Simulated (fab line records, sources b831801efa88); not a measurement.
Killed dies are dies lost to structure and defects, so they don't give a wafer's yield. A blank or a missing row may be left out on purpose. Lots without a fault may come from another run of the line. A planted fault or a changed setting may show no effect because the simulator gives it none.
fab line records | flow sky130
record lots=24 wafers=72 last_day=50
route steps=708 shown POLY_CUT@315 METAL1@435 METAL2@484 METAL3@534 VIA3@575 PASSIVATION@682
lots that met no fault: from a run of the same line without faults
start_h: hours from the record's first day to the start of the lot's first wafer shown | wait_h: hours since the lot's step before | " the same as in the row above | L1.1+2: a row that stands for several wafers | - no value, or no start given | * or withheld: withheld | < > ~ a bound
route shown NAME@n: a module of which the file shows steps, and the number in the route of the first | usual: mean/standard deviation of fault-free wafers | same: alike in all rows | chamber/n: place in a boat | sites: the reading at each site | _std_site: their standard deviation | _edge_site: outer sites' mean less inner sites' | radius_mm: how far each site lies from the wafer's centre | mask NAME#n: copy n | behind: the tool/chamber that last shaped the wafer | hold: why the lot was held/for how many hours/how that ended | device: the transistor (n, p or np) that didn't switch | end of line: the same wafers' tests at the end of the route | a step without rows: its recipe alone | killed: dies lost to structure and defects at the first sort, not the wafer's yield | map: a wafer's dies, x killed, . not, _ none there
set.NAME: the setting as run; set.NAME@STEP: as run at that earlier step | model.NAME: the simulator's own value behind a step, which no gauge read
steps of the route over a sample of lots; a table a step, a row a wafer
services: from which hour (start_h, from the record's first day; less than 0 if before it) a tool's chamber was out of use, for how many hours, and why
## steps
# step SKY_POLY_CUT_CD_MEAS_08
# recipe target_cd_nm=270
# usual cd_nm=269.8/1.4
# columns lot.wafer tool chamber start_h wait_h cd_nm
L074.1 cd_sem-01 - 561.44 - 267.2
L074.3 " - " " 268.1
L074.5 " - " " 267.5
L075.2 cd_sem-01 - 564.21 - 269.1
L075.3 " - " " 270.9
L075.5 " - " " 269.8
L076.2 cd_sem-02 - 576.16 - 268.0
L076.3 " - " " 269.2
L076.4 " - " " 267.7
L077.1 cd_sem-02 - 585.29 - 269.1
L077.5 " - " " 269.0
L077.6 " - " " 270.7
L078.1 cd_sem-01 - 592.09 - 268.8
L078.3 " - " " 269.7
L078.5 " - " " 270.4
L079.3 cd_sem-01 - 598.63 - 269.7
L079.4 " - " " 270.0
L079.6 " - " " 270.0
L080.1 cd_sem-01 - 637.42 - 270.4
L080.2 " - " " 270.1
L080.4 " - " " 270.7
L081.2 cd_sem-01 - 637.96 - 267.1
L081.4 " - " " 268.8
L081.5 " - " " 268.6
L082.2 cd_sem-02 - 638.31 - 270.1
L082.5 " - " " 271.9
L082.6 " - " " 271.2
L084.3 cd_sem-01 - 638.68 - 269.9
L084.5 " - " " 270.0
L084.6 " - " " 269.2
L083.4 cd_sem-02 - 638.70 - 267.9
L083.5 " - " " 268.1
L083.6 " - " " 268.6
L085.1 cd_sem-01 - 655.94 - 267.6
L085.5 " - " " 269.3
L085.6 " - " " 268.9
L086.1 cd_sem-02 - 661.44 - 270.5
L086.3 " - " " 269.4
L086.6 " - " " 271.5
L088.4 cd_sem-01 - 671.73 - 271.7
L088.5 " - " " 272.0
L088.6 " - " " 271.9
L087.1 cd_sem-01 - 679.94 - 269.6
L087.3 " - " " 271.2
L087.5 " - " " 269.8
L089.2 cd_sem-02 - 688.31 - 271.1
L089.4 " - " " 272.0
L089.5 " - " " 270.1
L090.1 cd_sem-01 - 688.99 - 271.1
L090.2 " - " " 270.9
L090.5 " - " " 272.3
L091.4 cd_sem-02 - 693.65 - 268.7
L091.5 " - " " 270.1
L091.6 " - " " 268.5
L092.1 cd_sem-01 - 704.99 - 270.6
L092.3 " - " " 269.2
L092.6 " - " " 270.2
L093.2 cd_sem-01 - 707.99 - 273.3
L093.5 " - " " 271.7
L093.6 " - " " 272.0
L094.2 cd_sem-01 - 723.86 - 271.3
L094.3 " - " " 271.2
L094.4 " - " " 271.1
L095.1 cd_sem-02 - 727.32 - 269.6
L095.4 " - " " 269.5
L095.6 " - " " 269.7
L096.2 cd_sem-01 - 733.91 - 268.8
L096.3 " - " " 268.9
L096.6 " - " " 268.6
L097.1 cd_sem-02 - 738.77 - 268.6
L097.2 " - " " 267.5
L097.3 " - " " 268.3
# step SKY_METAL1_SPUTTER_01
# recipe material=TiN target_thk_nm=20 power_w=6500 time_s=16.7 chamber_pressure_pa=0.4
# usual throttle_valve_pct=30.0/0.98
# columns lot.wafer tool chamber start_h wait_h throttle_valve_pct
L074.1 pvd_sputter-04 - 738.35 0.0 29.4
L074.3 " - " " 31.4
L074.5 " - " " 31.4
L075.2 pvd_sputter-04 - 741.66 0.0 30.5
L075.3 " - " " 28.4
L075.5 " - " " 29.1
L076.2 pvd_sputter-02 - 749.50 0.0 28.9
L076.3 " - " " 29.2
L076.4 " - " " 30.5
L077.1 pvd_sputter-01 - 759.70 0.0 30.7
L077.5 " - " " 31.2
L077.6 " - " " 30.7
L078.1 pvd_sputter-02 - 765.30 0.0 29.7
L078.3 " - " " 29.1
L078.5 " - " " 30.3
L079.3 pvd_sputter-04 - 772.58 0.0 31.5
L079.4 " - " " 28.6
L079.6 " - " " 30.5
L080.1 pvd_sputter-02 - 808.02 0.0 29.8
L080.2 " - " " 30.1
L080.4 " - " " 28.9
L081.2 pvd_sputter-01 - 808.93 0.0 30.5
L081.4 " - " " 29.3
L081.5 " - " " 29.3
L082.2 pvd_sputter-04 - 809.40 0.0 29.2
L082.5 " - " " 31.3
L082.6 " - " " 30.5
L083.4 pvd_sputter-01 - 809.72 0.0 29.4
L083.5 " - " " 30.7
L083.6 " - " " 29.7
L084.3 pvd_sputter-04 - 810.42 0.0 30.5
L084.5 " - " " 30.5
L084.6 " - " " 28.3
L085.1 pvd_sputter-02 - 825.60 0.0 29.3
L085.5 " - " " 28.8
L085.6 " - " " 30.5
L086.1 pvd_sputter-01 - 829.36 0.0 29.4
L086.3 " - " " 30.9
L086.6 " - " " 31.2
L088.4 pvd_sputter-04 - 840.70 0.0 31.7
L088.5 " - " " 30.5
L088.6 " - " " 28.5
L087.1 pvd_sputter-01 - 847.57 0.0 29.4
L087.3 " - " " 29.7
L087.5 " - " " 31.2
L089.2 pvd_sputter-02 - 855.57 0.0 30.0
L089.4 " - " " 29.4
L089.5 " - " " 29.7
L090.1 pvd_sputter-04 - 856.40 0.0 29.5
L090.2 " - " " 28.5
L090.5 " - " " 30.4
L091.4 pvd_sputter-01 - 860.65 0.0 29.4
L091.5 " - " " 29.8
L091.6 " - " " 29.2
L092.1 pvd_sputter-02 - 870.34 0.0 29.3
L092.3 " - " " 29.1
L092.6 " - " " 29.9
L093.2 pvd_sputter-04 - 873.77 0.0 29.2
L093.5 " - " " 30.3
L093.6 " - " " 28.4
L094.2 pvd_sputter-04 - 888.77 0.0 30.6
L094.3 " - " " 29.3
L094.4 " - " " 31.3
L095.1 pvd_sputter-04 - 891.25 0.0 30.5
L095.4 " - " " 29.2
L095.6 " - " " 29.3
L096.2 pvd_sputter-01 - 899.75 0.0 29.4
L096.3 " - " " 31.0
L096.6 " - " " 30.7
L097.1 pvd_sputter-01 - 903.11 0.0 31.3
L097.2 " - " " 31.0
L097.3 " - " " 29.7
# step SKY_METAL2_SPUTTER_01
# recipe material=TiN target_thk_nm=20 power_w=6500 time_s=16.7 chamber_pressure_pa=0.4
# usual throttle_valve_pct=30.0/0.92
# columns lot.wafer tool chamber start_h wait_h throttle_valve_pct
L074.1 pvd_sputter-04 - 795.01 0.0 30.2
L074.3 " - " " 31.2
L074.5 " - " " 30.5
L075.2 pvd_sputter-03 - 799.13 0.0 29.7
L075.3 " - " " 30.6
L075.5 " - " " 30.6
L076.2 pvd_sputter-04 - 806.14 0.0 28.6
L076.3 " - " " 30.4
L076.4 " - " " 29.2
L077.1 pvd_sputter-03 - 815.99 0.0 30.3
L077.5 " - " " 30.4
L077.6 " - " " 29.3
L078.1 pvd_sputter-04 - 821.19 0.0 31.6
L078.3 " - " " 28.2
L078.5 " - " " 30.5
L079.3 pvd_sputter-04 - 828.92 0.0 28.6
L079.4 " - " " 31.3
L079.6 " - " " 31.7
L080.1 pvd_sputter-04 - 863.72 0.0 31.4
L080.2 " - " " 30.6
L080.4 " - " " 28.4
L081.2 pvd_sputter-04 - 864.88 0.0 31.2
L081.4 " - " " 29.2
L081.5 " - " " 30.4
L082.2 pvd_sputter-02 - 865.04 0.0 29.1
L082.5 " - " " 28.9
L082.6 " - " " 29.8
L083.4 pvd_sputter-03 - 865.42 0.0 30.3
L083.5 " - " " 30.3
L083.6 " - " " 30.3
L084.3 pvd_sputter-04 - 866.72 0.0 29.2
L084.5 " - " " 31.2
L084.6 " - " " 29.3
L085.1 pvd_sputter-03 - 880.44 0.0 30.3
L085.5 " - " " 29.5
L085.6 " - " " 30.2
L086.1 pvd_sputter-04 - 884.77 0.0 29.3
L086.3 " - " " 31.3
L086.6 " - " " 30.5
L088.4 pvd_sputter-04 - 895.96 0.0 29.3
L088.5 " - " " 30.4
L088.6 " - " " 31.2
L087.1 pvd_sputter-04 - 901.84 0.0 30.4
L087.3 " - " " 28.7
L087.5 " - " " 29.4
L089.2 pvd_sputter-03 - 910.57 0.0 30.5
L089.4 " - " " 29.5
L089.5 " - " " 30.4
L090.1 pvd_sputter-03 - 917.41 0.0 30.3
L090.2 " - " " 29.5
L090.5 " - " " 30.5
L091.4 pvd_sputter-04 - 923.22 0.0 28.6
L091.5 " - " " 30.7
L091.6 " - " " 31.5
L092.1 pvd_sputter-04 - 928.92 0.0 28.4
L092.3 " - " " 30.5
L092.6 " - " " 29.5
L093.2 pvd_sputter-04 - 930.41 0.0 28.6
L093.5 " - " " 28.2
L093.6 " - " " 29.2
L094.2 pvd_sputter-03 - 945.66 0.0 30.0
L094.3 " - " " 29.4
L094.4 " - " " 30.2
L095.1 pvd_sputter-02 - 948.59 0.0 29.1
L095.4 " - " " 29.5
L095.6 " - " " 28.9
L096.2 pvd_sputter-02 - 955.00 0.0 28.9
L096.3 " - " " 30.3
L096.6 " - " " 28.8
L097.1 pvd_sputter-04 - 957.61 0.0 30.5
L097.2 " - " " 29.3
L097.3 " - " " 31.5
# step SKY_METAL3_SPUTTER_02
# recipe material=AlCu target_thk_nm=735 power_w=10600 time_s=39.1 chamber_pressure_pa=0.4
# usual throttle_valve_pct=29.9/0.91
# columns lot.wafer tool chamber start_h wait_h throttle_valve_pct
L074.1 pvd_sputter-02 - 849.97 0.0 29.9
L074.3 " - " " 28.8
L074.5 " - " " 30.3
L075.2 pvd_sputter-04 - 855.24 0.0 31.8
L075.3 " - " " 28.4
L075.5 " - " " 30.6
L076.2 pvd_sputter-01 - 862.50 0.0 30.7
L076.3 " - " " 29.7
L076.4 " - " " 29.2
L077.1 pvd_sputter-01 - 871.57 0.0 31.4
L077.5 " - " " 29.3
L077.6 " - " " 31.4
L078.1 pvd_sputter-02 - 876.82 0.0 29.8
L078.3 " - " " 30.4
L078.5 " - " " 29.1
L079.3 pvd_sputter-01 - 883.98 0.0 29.8
L079.4 " - " " 29.5
L079.6 " - " " 31.7
L080.1 pvd_sputter-02 - 923.84 0.0 28.9
L080.2 " - " " 29.2
L080.4 " - " " 30.1
L081.2 pvd_sputter-04 - 925.34 0.0 30.6
L081.4 " - " " 28.5
L081.5 " - " " 31.5
L083.4 pvd_sputter-04 - 926.54 0.0 30.2
L083.5 " - " " 30.6
L083.6 " - " " 28.4
L082.2 pvd_sputter-01 - 926.84 0.0 31.2
L082.5 " - " " 29.4
L082.6 " - " " 31.4
L084.3 pvd_sputter-04 - 927.44 0.0 28.5
L084.5 " - " " 28.6
L084.6 " - " " 29.2
L085.1 pvd_sputter-01 - 934.34 0.0 29.6
L085.5 " - " " 30.9
L085.6 " - " " 29.6
L086.1 pvd_sputter-04 - 940.60 0.0 30.5
L086.3 " - " " 28.4
L086.6 " - " " 28.7
L088.4 pvd_sputter-04 - 952.79 0.0 30.7
L088.5 " - " " 29.3
L088.6 " - " " 31.7
L087.1 pvd_sputter-02 - 956.23 0.0 28.9
L087.3 " - " " 29.8
L087.5 " - " " 29.2
L089.2 pvd_sputter-04 - 961.34 0.0 28.5
L089.4 " - " " 29.3
L089.5 " - " " 30.8
L090.1 pvd_sputter-01 - 966.21 0.0 29.7
L090.2 " - " " 31.5
L090.5 " - " " 30.8
L091.4 pvd_sputter-02 - 971.64 0.0 30.3
L091.5 " - " " 29.4
L091.6 " - " " 29.0
L092.1 pvd_sputter-02 - 979.32 0.0 29.1
L092.3 " - " " 29.7
L092.6 " - " " 29.8
L093.2 pvd_sputter-01 - 981.74 0.0 29.2
L093.5 " - " " 29.3
L093.6 " - " " 29.5
L094.2 pvd_sputter-01 - 996.28 0.0 31.0
L094.3 " - " " 29.6
L094.4 " - " " 31.4
L095.1 pvd_sputter-02 - 999.73 0.0 30.7
L095.4 " - " " 29.2
L095.6 " - " " 30.4
L096.2 pvd_sputter-01 - 1007.57 0.0 29.2
L096.3 " - " " 30.7
L096.6 " - " " 29.2
L097.1 pvd_sputter-01 - 1008.23 0.0 29.8
L097.2 " - " " 29.4
L097.3 " - " " 31.3
# step SKY_VIA3_CMP_02
# recipe material=SiO2 down_force_psi=4 platen_rpm=60 pad_velocity_m_s=0.94248
# usual head_pressure_psi=3.999/0.0089 motor_current_A=11.8/0.96
# columns lot.wafer tool chamber start_h wait_h head_pressure_psi motor_current_A
L074.1 cmp-01 3 902.93 0.1 3.991 12.4
L074.3 " 1 " " 3.994 10.4
L074.5 " 3 " " 3.995 12.5
L075.3 cmp-01 0 908.88 0.1 4.000 12.4
L075.2 " 1 " " 4.010 10.3
L075.5 " 3 " " 3.988 12.2
L076.4 cmp-01 3 923.19 8.0 3.991 12.5
L076.2 " 0 " " 3.984 12.3
L076.3 " 1 " " 4.004 10.1
L077.1 cmp-01 2 929.04 5.2 3.986 13.0
L077.6 " 3 " " 3.995 12.6
L077.5 " 0 " " 3.997 12.0
L078.3 cmp-01 2 933.14 4.8 4.010 12.7
L078.1 " 3 " " 3.991 13.2
L078.5 " 1 " " 3.998 10.3
L079.3 cmp-01 2 935.79 1.8 4.007 12.8
L079.4 " 3 " " 4.011 12.3
L079.6 " 3 " " 3.999 11.8
L080.2 cmp-01 2 971.26 0.1 3.989 13.1
L080.1 " 3 " " 4.002 12.2
L080.4 " 0 " " 4.002 13.4
L081.2 cmp-01 1 974.55 0.0 4.017 10.5
L081.4 " 0 " " 4.004 12.1
L081.5 " 2 " " 3.975 13.2
L083.4 cmp-01 1 975.53 0.0 3.993 10.0
L083.5 " 1 " " 3.985 10.1
L083.6 " 2 " " 3.998 12.6
L082.2 cmp-01 3 976.92 0.2 3.987 12.3
L082.6 " 1 " " 4.000 10.5
L082.5 " 2 " " 3.990 12.3
L084.3 cmp-02 2 977.22 0.1 4.011 10.6
L084.5 " 0 " " 4.003 11.7
L084.6 " 1 " " 4.009 11.2
L085.1 cmp-01 3 983.38 0.1 4.002 12.0
L085.5 " 3 " " 3.990 12.2
L085.6 " 0 " " 4.015 12.4
L086.3 cmp-01 3 990.60 0.1 4.006 12.8
L086.1 " 1 " " 3.997 10.4
L086.6 " 2 " " 3.998 12.5
L088.4 cmp-02 2 1002.46 0.1 3.990 11.1
L088.6 " 0 " " 4.009 11.3
L088.5 " 1 " " 3.996 10.8
L087.3 cmp-02 0 1006.36 0.1 4.003 11.7
L087.1 " 2 " " 3.988 11.0
L087.5 " 0 " " 3.993 10.9
L089.4 cmp-01 1 1011.35 0.0 4.000 11.0
L089.2 " 2 " " 4.003 12.7
L089.5 " 1 " " 3.998 11.1
L090.2 cmp-01 1 1016.68 0.0 4.003 10.6
L090.1 " 2 " " 3.996 12.7
L090.5 " 2 " " 3.995 12.9
L091.4 cmp-01 1 1020.31 0.1 3.999 10.7
L091.5 " 0 " " 3.985 12.1
L091.6 " 1 " " 4.001 10.8
L092.3 cmp-01 3 1028.80 0.1 3.989 12.2
L092.1 " 0 " " 4.016 12.7
L092.6 " 2 " " 4.009 12.5
L093.2 cmp-01 0 1030.20 0.0 3.995 11.8
L093.6 " 0 " " 4.012 11.8
L093.5 " 1 " " 4.021 9.9
L094.4 cmp-02 2 1043.80 0.0 4.005 10.8
L094.3 " 3 " " 4.012 12.6
L094.2 " 0 " " 3.994 11.4
L095.4 cmp-01 2 1047.43 0.1 4.005 12.8
L095.1 " 3 " " 3.990 12.7
L095.6 " 2 " " 3.999 12.5
L096.2 cmp-01 0 1053.85 0.2 3.994 12.1
L096.3 " 1 " " 3.977 10.5
L096.6 " 0 " " 4.006 12.5
L097.1 cmp-02 1 1054.77 0.1 4.009 11.3
L097.3 " 2 " " 4.000 10.7
L097.2 " 0 " " 4.018 11.2
# step SKY_PASSIVATION_THK_MEAS_01
# recipe reads=SiO2_of_PASSIVATION_CVD_00
# usual PASSIVATION_CVD_00_THK=90.1/1.1
# columns lot.wafer tool chamber start_h wait_h PASSIVATION_CVD_00_THK[nm]
L074.1 film_metro-03 - 1030.90 - 87.9
L074.3 " - " " 87.9
L074.5 " - " " 91.0
L075.2 film_metro-02 - 1034.07 - 87.7
L075.3 " - " " 89.3
L075.5 " - " " 89.1
L076.2 film_metro-03 - 1044.84 - 88.0
L076.3 " - " " 89.6
L076.4 " - " " 91.0
L077.1 film_metro-02 - 1052.55 - 88.6
L077.5 " - " " 90.5
L077.6 " - " " 89.2
L078.1 film_metro-03 - 1055.73 - 89.5
L078.3 " - " " 88.7
L078.5 " - " " 90.0
L079.3 film_metro-02 - 1059.70 - 89.7
L079.4 " - " " 91.7
L079.6 " - " " 91.5
L080.1 film_metro-02 - 1090.31 - 89.8
L080.2 " - " " 88.5
L080.4 " - " " 90.1
L081.2 film_metro-02 - 1093.81 - 90.3
L081.4 " - " " 91.5
L081.5 " - " " 91.2
L083.4 film_metro-01 - 1094.13 - 90.9
L083.5 " - " " 90.3
L083.6 " - " " 90.0
L082.2 film_metro-02 - 1095.52 - 88.3
L082.5 " - " " 90.3
L082.6 " - " " 89.6
L084.3 film_metro-03 - 1096.71 - 89.9
L084.5 " - " " 90.8
L084.6 " - " " 90.6
L085.1 film_metro-01 - 1101.48 - 90.0
L085.5 " - " " 92.6
L085.6 " - " " 92.1
L086.1 film_metro-01 - 1106.45 - 90.0
L086.3 " - " " 90.0
L086.6 " - " " 90.7
L088.4 film_metro-01 - 1117.02 - 90.8
L088.5 " - " " 91.3
L088.6 " - " " 90.6
L087.1 film_metro-02 - 1120.80 - 91.5
L087.3 " - " " 91.5
L087.5 " - " " 92.1
L089.2 film_metro-03 - 1125.38 - 88.5
L089.4 " - " " 88.9
L089.5 " - " " 90.8
L090.1 film_metro-02 - 1128.37 - 90.0
L090.2 " - " " 89.7
L090.5 " - " " 90.8
L091.4 film_metro-02 - 1132.46 - 90.6
L091.5 " - " " 90.5
L091.6 " - " " 91.2
L092.1 film_metro-01 - 1139.73 - 89.2
L092.3 " - " " 90.3
L092.6 " - " " 91.1
L093.2 film_metro-03 - 1141.27 - 90.4
L093.5 " - " " 90.5
L093.6 " - " " 91.1
L094.2 film_metro-03 - 1152.06 - 89.7
L094.3 " - " " 88.9
L094.4 " - " " 90.8
L095.1 film_metro-02 - 1155.29 - 89.5
L095.4 " - " " 91.3
L095.6 " - " " 90.2
L096.2 film_metro-02 - 1161.37 - 89.7
L096.3 " - " " 91.9
L096.6 " - " " 91.6
L097.1 film_metro-02 - 1162.35 - 89.7
L097.2 " - " " 89.5
L097.3 " - " " 90.4
## services
# columns tool chamber start_h hours kind
cmp-01 - 722.53 5.2 pm
cmp-02 - 744.00 4.0 pm
cmp-02 - 752.54 1.6 repair
pvd_sputter-04 1 761.93 - consumable_replace:kit
pvd_sputter-04 1 761.93 18.0 scheduled_down
pvd_sputter-04 1 761.93 18.0 vent_cycle
cmp-01 - 785.94 0.7 repair
cmp-02 - 851.36 11.3 repair
cmp-02 - 870.86 1.5 repair
pvd_sputter-04 - 880.99 3.0 repair
cmp-01 - 889.07 2.8 repair
cmp-02 - 895.24 4.6 pm
pvd_sputter-04 - 909.13 11.2 repair
cmp-01 - 917.69 4.0 pm
pvd_sputter-04 0 932.06 - consumable_replace:kit
pvd_sputter-04 0 932.06 18.0 scheduled_down
cmp-01 - 937.71 2.2 repair
pvd_sputter-04 - 968.50 10.7 repair
pvd_sputter-04 - 974.16 22.1 repair
cmp-01 - 1000.66 0.3 repair
cmp-02 - 1021.85 4.3 pm
pvd_sputter-04 - 1022.30 8.8 repair
cmp-01 - 1039.16 4.1 pm
pvd_sputter-03 - 1043.46 8.3 repair
## key
fault none
